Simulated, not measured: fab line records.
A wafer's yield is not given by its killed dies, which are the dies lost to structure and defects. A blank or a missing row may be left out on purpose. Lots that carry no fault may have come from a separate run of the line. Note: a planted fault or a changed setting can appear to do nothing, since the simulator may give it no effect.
The tool behind it: which one? | flow sky130 | 10 lots, 28 wafers sampled, at 5 steps of a route of 708

## WHAT THE GAUGES SHOWED, per wafer
SKY_SONOS_TUNNEL_OVL_MEAS_08. Usual: for SONOS_TUNNEL_OVL the level is 1.1 nm and the standard deviation is 1.5.
lot  | measured     | on         | SONOS_TUNNEL_OVL (nm) | flag
L851 | day 11 07:53 | overlay-01 | 1.1 2.8 2.1           |
L852 | day 11 15:12 | overlay-02 | 1.4 2.2 0.7           |
L854 | day 12 11:49 | overlay-02 | 2.7 1.4 0.4           |
L857 | day 13 11:57 | overlay-02 | -1.6 0.0 0.3          |
L860 | day 14 06:43 | overlay-01 | 2.9 1.3 2.0           |
L862 | day 15 01:59 | overlay-01 | 3.0 3.3 2.2           |
L870 | day 17 14:42 | overlay-02 | 2.0 -2.0              |
L872 | day 18 20:48 | overlay-02 | -1.0 -0.5             |
L873 | day 19 07:03 | overlay-02 | -1.6 1.5 1.4          |
L874 | day 19 09:40 | overlay-01 | 0.7 0.8 2.4           |

SKY_LOCAL_INTERCONNECT_RS_MEAS_01: a four-point-probe measurement. Usual: for LOCAL_INTERCONNECT_TIN_RS the level is 14.14 ohm/sq and the standard deviation is 0.14.
lot  | measured     | on            | LOCAL_INTERCONNECT_TIN_RS (ohm/sq) | flag
L851 | day 28 18:38 | film_metro-01 | 14.20 14.06 14.17                  |
L852 | day 29 13:29 | film_metro-02 | 14.29 14.30 14.22                  |
L854 | day 30 10:55 | film_metro-03 | 14.21 14.26 14.23                  |
L857 | day 31 12:43 | film_metro-01 | 14.22 14.13 14.24                  |
L860 | day 32 04:16 | film_metro-02 | 14.07 13.98 13.98                  |
L862 | day 33 02:03 | film_metro-02 | 14.02 13.99 13.96                  |
L870 | day 36 05:55 | film_metro-01 | 9.61 14.07 9.60 14.04              | OFF
L872 | day 36 09:49 | film_metro-03 | 14.23 9.70 14.22 9.71              | OFF
L873 | day 36 16:01 | film_metro-01 | 14.10 14.20 9.66 14.12 14.19 9.66  | OFF
L874 | day 36 23:47 | film_metro-03 | 14.13 14.10 14.14                  |

SKY_LOCAL_INTERCONNECT_THK_MEAS_02: measures by xrf. Usual: for LOCAL_INTERCONNECT_TIN_THK the level is 99.8 nm and the standard deviation is 0.98.
lot  | measured     | on            | LOCAL_INTERCONNECT_TIN_THK (nm) | flag
L851 | day 28 18:46 | film_metro-01 | 99.4 99.4 99.1                  |
L852 | day 29 13:36 | film_metro-02 | 98.8 98.3 99.2                  |
L854 | day 30 11:01 | film_metro-03 | 99.1 99.4 99.3                  |
L857 | day 31 12:50 | film_metro-01 | 98.9 98.8 98.8                  |
L860 | day 32 04:22 | film_metro-02 | 100.4 101.0 101.0               |
L862 | day 33 02:10 | film_metro-02 | 100.6 100.4 101.1               |
L870 | day 36 11:22 | film_metro-01 | 144.1 99.5 143.5 99.1           | OFF
L872 | day 36 12:09 | film_metro-03 | 99.2 143.4 99.5 143.2           | OFF
L873 | day 36 20:54 | film_metro-01 | 99.0 98.5 142.9 99.0 98.2 143.1 | OFF
L874 | day 36 23:53 | film_metro-03 | 100.0 100.0 100.4               |

## WHAT TOOL EACH LOT RAN ON (gives the tool, then ch and the chambers of the sampled wafers, and finally the start)
lot  | SKY_SPACER_ETCHBACK_02             | SKY_LOCAL_INTERCONNECT_SPUTTER_00
L851 | rie_diel-01 ch 1,2,3, day 22 14:05 | pvd_sputter-02, day 28 18:35
L852 | rie_diel-04 ch 0,1,2, day 23 09:27 | pvd_sputter-02, day 29 13:24
L854 | rie_diel-04 ch 0,1,2, day 24 07:59 | pvd_sputter-02, day 30 10:47
L857 | rie_diel-03 ch 1,2,3, day 25 12:49 | pvd_sputter-02, day 31 12:39
L860 | rie_diel-04 ch 1,3, day 26 06:03   | pvd_sputter-03, day 32 04:11
L862 | rie_diel-03 ch 1,2, day 27 03:32   | pvd_sputter-02, day 33 01:59
L870 | rie_diel-03 ch 2,3, day 30 11:42   | pvd_sputter-02, day 36 05:50
L872 | rie_diel-01 ch 0,1, day 30 15:19   | pvd_sputter-02, day 36 09:44
L873 | rie_diel-03 ch 0,1,3, day 30 23:57 | pvd_sputter-02, day 36 15:56
L874 | rie_diel-03 ch 0,2,3, day 31 06:08 | pvd_sputter-03, day 36 23:42
- SKY_SPACER_ETCHBACK_02: etches Si3N4 in CH3F/O2, stops on SiO2, time 46.7 s, target depth 45 nm.
- SKY_LOCAL_INTERCONNECT_SPUTTER_00: material TiN, target thk 100 nm, time 83.3 s.

## WHAT THE TOOLS THEMSELVES READ (means of the sampled wafers that have a number; where no wafer has one, the mark that the record gives instead)
SKY_SPACER_ETCHBACK_02. Usual: drypump_motor_current_A 5.6 A, standard deviation 0.43; oes_product_au 0.853 a.u., standard deviation 0.0064; throttle_valve_pct 10.563 %, standard deviation 0.0093.
lot  | tool        | drypump_motor_current_A (A) | oes_product_au (a.u.) | throttle_valve_pct (%) | flag
L851 | rie_diel-01 | 5.6                         | 0.851                 | 10.559                 |
L852 | rie_diel-04 | 5.6                         | 0.855                 | 10.556                 |
L854 | rie_diel-04 | 5.6                         | 0.855                 | 10.572                 |
L857 | rie_diel-03 | 5.3                         | 0.855                 | 10.558                 |
L860 | rie_diel-04 | 5.6                         | 0.853                 | 10.568                 |
L862 | rie_diel-03 | 5.0                         | 0.865                 | 10.564                 |
L870 | rie_diel-03 | 5.5                         | 0.844                 | 10.564                 |
L872 | rie_diel-01 | 5.5                         | 0.847                 | 10.560                 |
L873 | rie_diel-03 | 5.4                         | 0.848                 | 10.565                 |
L874 | rie_diel-03 | 5.8                         | 0.854                 | 10.565                 |

SKY_LOCAL_INTERCONNECT_SPUTTER_00. Usual: chamber_pressure_pa 0.4000 Pa, standard deviation 0.00081; throttle_valve_pct 29.6 %, standard deviation 0.93.
lot  | tool           | chamber_pressure_pa (Pa) | throttle_valve_pct (%) | flag
L851 | pvd_sputter-02 | 0.4005                   | 29.7                   |
L852 | pvd_sputter-02 | 0.3998                   | 29.8                   |
L854 | pvd_sputter-02 | 0.4000                   | 29.7                   |
L857 | pvd_sputter-02 | 0.3999                   | 29.4                   |
L860 | pvd_sputter-03 | 0.4005                   | 30.1                   |
L862 | pvd_sputter-02 | 0.4001                   | 29.5                   |
L870 | pvd_sputter-02 | 0.3997                   | 29.5                   |
L872 | pvd_sputter-02 | 0.3995                   | 30.2                   |
L873 | pvd_sputter-02 | 0.4001                   | 30.0                   |
L874 | pvd_sputter-03 | 0.3997                   | 29.7                   |

## THE ANSWER, worked out from the rows above alone
Rule: lot off if the mean of its wafers having a number is beyond 3 standard deviations from the usual mean. Also off: a lot with no number at a reading for which 4 or more lots have one. The other lots that the step has rows for count as sound. First the gauges in route order, then the tools' own readings, where a lot's mean is used as printed above. The first step at which some lot is off is used, and at that step the reading that is off furthest; a lot without a number counts as furthest.
Off: L870, L872, L873, seen at SKY_LOCAL_INTERCONNECT_RS_MEAS_01 (LOCAL_INTERCONNECT_TIN_RS).
A tool fits if, at a process step before that reading, it ran every lot that is off, and no sound lot after the first of them. Those tools and the gauges at SKY_LOCAL_INTERCONNECT_RS_MEAS_01 are tried in the same way. One candidate fits, namely pvd_sputter-02 at SKY_LOCAL_INTERCONNECT_SPUTTER_00. Its last sound lot is L862 (day 33 01:59), its first lot that is off L870 (day 36 05:50): a fault that began between those two fits.

## WHAT THE SIMULATOR HAD INSERTED
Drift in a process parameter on pvd_sputter-02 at SKY_LOCAL_INTERCONNECT_SPUTTER_00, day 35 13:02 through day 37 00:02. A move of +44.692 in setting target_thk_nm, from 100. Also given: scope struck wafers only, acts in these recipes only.
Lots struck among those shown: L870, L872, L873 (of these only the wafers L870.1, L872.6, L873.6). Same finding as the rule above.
